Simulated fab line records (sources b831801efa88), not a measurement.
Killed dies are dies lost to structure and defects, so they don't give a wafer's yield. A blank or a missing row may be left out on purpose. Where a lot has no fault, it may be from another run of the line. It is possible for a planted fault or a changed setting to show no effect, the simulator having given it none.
Matching of chambers	flow sky130	SKY_FIELD_ISO_ETCH_17 on rie_si-01: 4 sister chambers
The step etches Si in HBr/Cl2/O2, target depth 342 nm, time 97.7 s. 8 wafers are shown with their chamber, then 12 later ones without.

== WAFERS PAIRED WITH THEIR CHAMBERS ==
wafer	chamber	drypump_motor_current_A (A)	oes_product_au (a.u.)
L084.2	0	6.0	1.007
L087.1	2	6.6	1.006
L088.2	2	6.6	1.011
L088.3	3	6.8	0.999
L088.4	1	5.9	0.997
L089.2	1	6.0	1.003
L089.5	0	6.0	1.002
L089.6	3	6.8	0.992

== WAFERS WITHOUT THEIR CHAMBER ==
wafer	drypump_motor_current_A (A)	oes_product_au (a.u.)
L092.2	6.6	1.004
L092.4	5.9	1.002
L092.5	6.9	0.992
L093.4	5.9	1.002
L093.5	6.0	0.990
L093.6	6.8	0.988
L095.1	6.9	0.977
L095.3	6.6	0.991
L095.5	6.6	1.001
L096.2	6.0	0.997
L096.3	6.8	1.001
L096.6	6.6	0.999

== EACH ONE'S CHAMBER ==
wafer	from the rows above	in truth
L092.2	2	2
L092.4	can't be placed: 1 or 0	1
L092.5	3	3
L093.4	can't be placed: 1 or 0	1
L093.5	can't be placed: 1 or 0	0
L093.6	3	3
L095.1	3	3
L095.3	can't be placed: 2 or 3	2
L095.5	2	2
L096.2	can't be placed: 1 or 0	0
L096.3	3	3
L096.6	2	2
7 of 12 placed correctly. Cannot be placed on the basis of these rows: 5; the candidates contain the true chamber in 5. Wrongly placed: 0.
How it was worked out, from the rows above alone: a wafer's distance from a chamber is the root of the sum, over the readings, of the square of ((its reading less the chamber's mean) divided by the reading's scatter). If the next closest chamber is less than 2 further off than the closest, the wafer can't be placed; otherwise it belongs to the closest. Each chamber's mean is taken over the wafers shown for it. The scatter: the root of (the sum of the squares of (reading less its chamber's mean) over the shown wafers, divided by (wafers less chambers)).
